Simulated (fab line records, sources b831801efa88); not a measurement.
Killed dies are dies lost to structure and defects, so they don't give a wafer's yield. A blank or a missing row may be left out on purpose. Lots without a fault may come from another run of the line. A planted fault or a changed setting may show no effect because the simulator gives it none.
One fault seen from 2 desks | flow gf180mcu | each desk has only its own numbers; what lay behind them comes last

THE TOOL OWNER'S DESK: cvd_w-02
The tool's own readings at GF_CONTACT_CVD_24 (deposits W, target thk 300 nm, time 90.339 s): means of the sampled wafers that have a number, for each lot that ran on this tool. A lot is out of limits, marked OUT, if its mean lies more than 4 standard deviations from the usual mean; the brackets give that distance.
Columns: A = chamber_pressure_Torr at GF_CONTACT_CVD_24, usual 39.46 Torr; B = heater_power_w at GF_CONTACT_CVD_24, usual 944 W; C = susceptor_temp_C at GF_CONTACT_CVD_24, usual 399.99 C
lot  | first seen here | A     | B   | C
L190 | day 16 16:58    | 39.44 | 914 | 400.03
L197 | day 20 00:46    | 39.40 | 756 | 375.79 (-99 or more) OUT
L199 | day 20 06:41    | 39.50 | 678 | 375.84 (-99 or more) OUT
L210 | day 24 03:04    | 39.52 | 977 | 399.43
L211 | day 24 08:40    | 39.44 | 784 | 399.93
This desk's finding: out of limits on L197, L199; first on L197, day 20 00:46 (susceptor_temp_C at GF_CONTACT_CVD_24). In limits: L190, L210, L211.

THE METROLOGY DESK
What the gauges read, lot by lot, whatever tool the lot ran on: means of the sampled wafers that have a number. A lot is out of limits, marked OUT, if its mean lies more than 4 standard deviations from the usual mean; the brackets give that distance.
Columns: A = CONTACT_CVD_00_THK at GF_CONTACT_THK_MEAS_01, usual 300.8 nm; B = CONTACT_W_RS at GF_CONTACT_RS_MEAS_25, usual 0.387 ohm/sq; C = CONTACT_W_THK at GF_CONTACT_THK_MEAS_26, usual 295 nm; D = M1_ALCU_RS at GF_M1_RS_MEAS_05, usual 0.0698 ohm/sq
lot  | first seen here | A     | B               | C             | D
L190 | day 15 17:51    | 299.1 | 0.384           | 295           | 0.0705
L191 | day 16 05:56    | 301.2 | 0.386           | 299           | 0.0697
L192 | day 16 15:02    | 301.8 | 0.382           | 302           | 0.0690
L193 | day 17 06:05    | 301.9 | 0.378           | 301           | 0.0710
L197 | day 18 22:43    | 300.3 | 0.618 (+54) OUT | 186 (-30) OUT | 0.0696
L199 | day 19 04:29    | 302.0 | 0.619 (+54) OUT | 186 (-29) OUT | 0.0702
L203 | day 20 16:18    | 302.1 | 0.383           | 295           | 0.0698
L204 | day 20 22:28    | 305.0 | 0.392           | 293           | 0.0702
L206 | day 21 15:23    | 297.3 | 0.390           | 294           | 0.0703
L210 | day 23 03:29    | 302.5 | 0.387           | 294           | 0.0684
L211 | day 23 08:23    | 299.0 | 0.385           | 297           | 0.0694
This desk's finding: out of limits on L197, L199; first on L197, day 20 00:53 (CONTACT_W_RS at GF_CONTACT_RS_MEAS_25). In limits: L190, L191, L192, L193, L203, L204, L206, L210, L211.

PUT TOGETHER
The tool owner's desk could have raised an alarm at day 20 00:46, on L197, L199.
The metrology desk could have raised an alarm at day 20 00:53, on L197, L199.
Of the lots named, all ran GF_CONTACT_CVD_24 on cvd_w-02.

WHAT THE SIMULATOR HAD PUT IN
Process parameter drift: cvd_w-02, from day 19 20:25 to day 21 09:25, at GF_CONTACT_CVD_24. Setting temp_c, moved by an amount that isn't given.
Lots struck among those shown: L197, L199.
Hours from the fault's start to each desk's first reading out of limits: the tool owner's desk, 4; the metrology desk, 4.
